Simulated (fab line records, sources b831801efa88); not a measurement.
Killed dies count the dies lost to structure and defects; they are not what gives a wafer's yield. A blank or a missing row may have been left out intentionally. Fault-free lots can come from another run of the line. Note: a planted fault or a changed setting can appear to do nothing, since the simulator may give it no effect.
The tool behind it: which one? | flow sky130 | Sampling: 6 lots, 18 wafers, 2 of 708 route steps

== WHAT EACH GAUGE READ, for each wafer ==
SKY_VIA4_OVL_MEAS_11.
lot  | measured     | on         | VIA4_OVL (nm)
L546 | day 43 13:07 | overlay-02 | 1.7 1.3 0.6
L550 | day 44 17:29 | overlay-02 | 0.0 -0.2 -0.6
L553 | day 45 10:07 | overlay-02 | 0.8 1.0 0.4
L555 | day 46 02:05 | overlay-02 | 0.3 0.1 1.3
L558 | day 46 07:37 | overlay-02 | 1.8 0.7 0.8
L564 | day 47 22:53 | overlay-01 | 2.1 1.0 3.6

== WHAT TOOL EACH LOT RAN ON (gives the tool, then ch and the chambers of the sampled wafers, and finally the start) ==
lot  | SKY_POLY_CUT_ETCH_11
L546 | rie-diel-04 ch 1,2, day 25 06:44
L550 | rie-diel-04 ch 0,1,2, day 26 20:00
L553 | rie-diel-02 ch 0,1, day 27 18:40
L555 | rie-diel-02 ch 0,1,2, day 28 11:23
L558 | rie-diel-01 ch 1,3, day 28 19:49
L564 | rie-diel-04 ch 1,2,3, day 31 01:25
- SKY_POLY_CUT_ETCH_11: etches Si3N4 in CF4/CH2F2/Ar, stops on poly-Si, time 42.5 s, target depth 60 nm.

== THE ANSWER, worked out from the rows above alone ==
Rule: the usual values come from the lots themselves. The widest of any qualifying gaps counts: lots, ordered by their means at a reading, are off when they make up no more than a third of the lots, leave a main group of 4 or more, and stand apart from it by 3 or more times the standard deviation of that group's means. Not used: any main group whose means are identical at the precision the tables above print for the reading. A lot without any number at a reading at which 4 lots or more have one is off too. Where the step has rows for the other lots, those lots are counted as sound.
No lot is off at any reading shown: from this, nothing can be told.

== WHAT THE SIMULATOR HAD PUT IN ==
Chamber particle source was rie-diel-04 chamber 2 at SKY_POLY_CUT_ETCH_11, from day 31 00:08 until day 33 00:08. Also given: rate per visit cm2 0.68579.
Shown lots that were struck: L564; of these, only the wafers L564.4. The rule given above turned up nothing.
